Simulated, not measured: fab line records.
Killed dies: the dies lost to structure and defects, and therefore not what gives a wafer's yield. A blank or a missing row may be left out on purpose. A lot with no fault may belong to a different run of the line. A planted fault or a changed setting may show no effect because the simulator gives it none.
Chamber matching | flow gf180mcu | rie diel-04 running GF_V3_ETCH_16: 4 sister chambers
The step etches BARC in N2/H2. 4 wafers are shown with their chamber, then 12 later ones without.

WAFERS PAIRED WITH THEIR CHAMBERS
wafer  | chamber | drypump motor current A (A)
L084.5 | 0       | 5.3
L085.5 | 3       | 5.6
L088.2 | 2       | 6.1
L088.6 | 1       | 5.8

WAFERS WITHOUT THEIR CHAMBER
wafer  | drypump motor current A (A)
L089.2 | 5.8
L089.4 | 5.4
L089.6 | 5.6
L092.2 | 5.8
L092.3 | 5.6
L092.5 | 5.4
L094.2 | 5.4
L094.3 | 5.6
L094.4 | 5.8
L095.2 | 5.8
L095.3 | 5.6
L095.5 | 5.4

WHICH CHAMBER EACH ONE RAN IN
wafer  | from the rows above     | in truth
L089.2 | 1                       | 1
L089.4 | can't be placed: 0 or 3 | 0
L089.6 | 3                       | 3
L092.2 | 1                       | 1
L092.3 | 3                       | 3
L092.5 | can't be placed: 0 or 3 | 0
L094.2 | can't be placed: 0 or 3 | 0
L094.3 | 3                       | 3
L094.4 | 1                       | 1
L095.2 | 1                       | 1
L095.3 | 3                       | 3
L095.5 | can't be placed: 0 or 3 | 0
8 of 12 placed correctly. Cannot be placed on the basis of these rows: 4; the candidates contain the true chamber in 4. Wrongly placed: 0.
How it was worked out, from the rows above alone: a wafer's distance from a chamber is the root of the sum, over the readings, of the square of ((its reading less the chamber's mean) divided by the reading's scatter). The wafer belongs to the nearest chamber; if the next one is less than 2 further off, it can't be placed. Each chamber's mean is taken over the wafers shown for it. The scatter (one wafer shown for each chamber): square how far every hidden wafer sits from the nearest shown wafer, average those squares and take the square root.
